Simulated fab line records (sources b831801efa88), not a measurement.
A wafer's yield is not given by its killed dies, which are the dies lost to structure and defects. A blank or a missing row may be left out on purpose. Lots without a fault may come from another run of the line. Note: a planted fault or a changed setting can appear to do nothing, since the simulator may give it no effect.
Which tool was responsible?	flow gf180mcu	14 lots with 42 wafers sampled at 5 steps, on a route of 602 steps

## WHAT EACH GAUGE READ, for each wafer
GF_STI_THK_MEAS_04.
lot	measured	on	STI_CVD_03_THK (nm)
L156	day 1 13:44	film-metro-01	206.4 204.8 205.0
L157	day 1 19:12	film-metro-03	204.5 204.5 201.9
L158	day 1 23:34	film-metro-03	205.6 207.9 207.2
L159	day 2 06:20	film-metro-03	205.6 204.6 206.8
L161	day 2 14:34	film-metro-03	207.3 207.8 207.7
L162	day 2 20:28	film-metro-01	207.5 206.6 208.2
L164	day 3 06:47	film-metro-01	209.3 210.1 208.4
L165	day 3 13:23	film-metro-04	208.1 207.3 206.5
L166	day 3 16:10	film-metro-01	208.9 207.2 207.9
L168	day 4 02:54	film-metro-04	209.1 208.8 209.3
L171	day 4 17:04	film-metro-03	204.1 204.3 205.3
L172	day 4 21:45	film-metro-04	206.6 207.1 206.9
L175	day 5 12:34	film-metro-01	206.4 205.1 205.7
L176	day 5 17:56	film-metro-03	208.9 206.6 206.9

GF_VT_IMPLANT_TW_MEAS_21.
lot	measured	on	VT_IMPLANT_2_TW
L156	day 6 06:34	film-metro-02	1214 1211 1216
L157	day 6 12:24	film-metro-03	1213 1221 1216
L158	day 6 16:58	film-metro-03	1218 1210 1215
L159	day 7 03:20	film-metro-02	1208 1222 1213
L161	day 7 18:06	film-metro-03	1209 1208 1209
L162	day 7 23:29	film-metro-02	1218 1206 1216
L164	day 8 12:39	film-metro-02	1207 1209 1209
L165	day 8 18:03	film-metro-04	1195 1198 1194
L166	day 9 00:29	film-metro-03	1221 1221 1231
L168	day 9 11:42	film-metro-02	1221 1214 1219
L171	day 10 06:15	film-metro-04	1200 1192 1195
L172	day 10 11:02	film-metro-03	1268 1261 1273
L175	day 11 03:52	film-metro-02	1223 1215 1222
L176	day 11 11:29	film-metro-02	1268 1262 1266

GF_VT_IMPLANT_OVL_MEAS_29.
lot	measured	on	VT_IMPLANT_02_OVL (nm)
L156	day 6 21:57	overlay-02	-1.3 -0.4 -1.1
L157	day 7 03:31	overlay-02	-1.6 -2.4 -0.3
L158	day 7 08:22	overlay-01	-0.3 0.0 0.0
L159	day 7 18:07	overlay-02	-2.3 -2.5 0.4
L161	day 8 10:15	overlay-02	-0.8 0.2 -0.2
L162	day 8 16:20	overlay-02	-1.9 -1.7 0.0
L164	day 9 05:15	overlay-02	-0.4 -2.6 -0.4
L165	day 9 11:07	overlay-01	-0.1 1.9 -2.9
L166	day 9 17:43	overlay-01	-0.2 -0.3 0.2
L168	day 10 05:22	overlay-01	-0.9 -1.6 -2.3
L171	day 11 00:43	overlay-02	-1.2 -0.9 -1.0
L172	day 11 04:45	overlay-02	-0.4 -0.8 -1.4
L175	day 11 23:16	overlay-01	0.5 -0.4 -1.8
L176	day 12 06:50	overlay-02	-1.7 -1.0 -1.5

GF_DUAL_GATE_OVL_MEAS_11.
lot	measured	on	DUAL_GATE_OVL (nm)
L156	day 8 08:04	overlay-01	-0.3 -0.4 2.0
L157	day 8 14:30	overlay-02	1.5 0.7 -0.1
L158	day 8 20:30	overlay-01	0.6 2.3 2.4
L159	day 9 06:31	overlay-01	1.4 -1.1 0.1
L161	day 9 23:24	overlay-01	0.9 -1.3 0.2
L162	day 10 05:38	overlay-01	-2.0 0.2 2.6
L164	day 10 19:42	overlay-01	3.6 1.4 2.4
L165	day 11 03:02	overlay-02	-0.4 0.3 2.5
L166	day 11 08:58	overlay-02	0.1 0.5 -1.0
L168	day 11 22:13	overlay-02	-1.9 0.6 1.1
L171	day 12 18:14	overlay-02	-1.2 -1.3 -0.8
L172	day 12 23:56	overlay-02	-0.4 -1.4 -1.8
L175	day 13 19:28	overlay-01	-1.4 -0.9 -0.3
L176	day 14 01:38	overlay-01	0.1 1.4 1.0

## TOOL THAT RAN EACH LOT (tool first, then ch and the chambers of the sampled wafers, then the start)
lot	GF_VT_IMPLANT_IMPLANT_19
L156	implanter-04 ch 0, day 6 06:19
L157	implanter-03 ch 0, day 6 12:09
L158	implanter-01 ch 0, day 6 16:44
L159	implanter-01 ch 0, day 7 03:05
L161	implanter-04 ch 0, day 7 17:51
L162	implanter-04 ch 0, day 7 23:16
L164	implanter-01 ch 0, day 8 12:24
L165	implanter-04 ch 0, day 8 17:48
L166	implanter-04 ch 0, day 9 00:14
L168	implanter-04 ch 0, day 9 11:27
L171	implanter-03 ch 0, day 10 06:00
L172	implanter-04 ch 0, day 10 10:47
L175	implanter-03 ch 0, day 11 03:37
L176	implanter-04 ch 0, day 11 11:14
- GF_VT_IMPLANT_IMPLANT_19

## AS READ BY THE TOOLS THEMSELVES (means over the sampled wafers that have a number; for cases with no such wafer, the mark the record gives instead)
GF_VT_IMPLANT_IMPLANT_19.
lot	tool	dose-ions-cm2	faraday-current-uA
L156	implanter-04	4.345e+12	24.2
L157	implanter-03	4.347e+12	24.9
L158	implanter-01	4.349e+12	24.7
L159	implanter-01	4.355e+12	24.3
L161	implanter-04	4.354e+12	24.3
L162	implanter-04	4.351e+12	24.4
L164	implanter-01	4.344e+12	24.7
L165	implanter-04	4.354e+12	24.2
L166	implanter-04	4.350e+12	24.8
L168	implanter-04	4.345e+12	24.4
L171	implanter-03	4.345e+12	24.4
L172	implanter-04	4.866e+12	27.4
L175	implanter-03	4.353e+12	24.5
L176	implanter-04	4.873e+12	27.7

## THE ANSWER, worked out from the rows above alone
Rule: the usual values come from the lots themselves. Put in order of their means at a reading, lots are off if they are a third of the lots or fewer, leave a main group of 4 or more, and stand apart from it by a gap of 3 or more times the standard deviation of the main group's means; of several such gaps the widest counts. Not used: any main group whose means are identical at the precision the tables above print for the reading. Also off: a lot with no number at a reading for which 4 or more lots have one. All remaining lots with rows at the step are treated as sound. First the gauges in route order, then the tools' own readings, where a lot's mean is used as printed above. At the first step where some lot is off, the reading lying furthest off is the one used; lots without a number count as furthest.
Off: at GF_VT_IMPLANT_TW_MEAS_21 (VT_IMPLANT_2_TW), L172, L176. For the main group the mean is 1212 and the standard deviation 8.4.
If a tool, at a process step before that reading, ran all the lots that are off and no sound lot after the first of them, it fits. The gauges at GF_VT_IMPLANT_TW_MEAS_21 aren't tried: what is off there is off at GF_VT_IMPLANT_IMPLANT_19 too, on other tools, and a gauge's error can't cause that. One candidate fits, namely implanter-04 at GF_VT_IMPLANT_IMPLANT_19. Its last sound lot is L168 (day 9 11:27), its first lot that is off L172 (day 10 10:47): a fault that began between those two fits.
The tool's own readings at GF_VT_IMPLANT_IMPLANT_19 bear it out: on the lots that are off they differ by more than 5 times the standard deviation of the sound lots' means. dose-ions-cm2 reads 4.870e+12 there against 4.349e+12 on the sound lots; faraday-current-uA reads 27.5 there against 24.5 on the sound lots.

## WHAT WAS PUT IN BY THE SIMULATOR
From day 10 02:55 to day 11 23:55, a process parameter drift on implanter-04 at GF_VT_IMPLANT_IMPLANT_19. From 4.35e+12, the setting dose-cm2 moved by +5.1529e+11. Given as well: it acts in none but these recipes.
Shown lots that were struck: L172, L176. Same finding as the rule above.
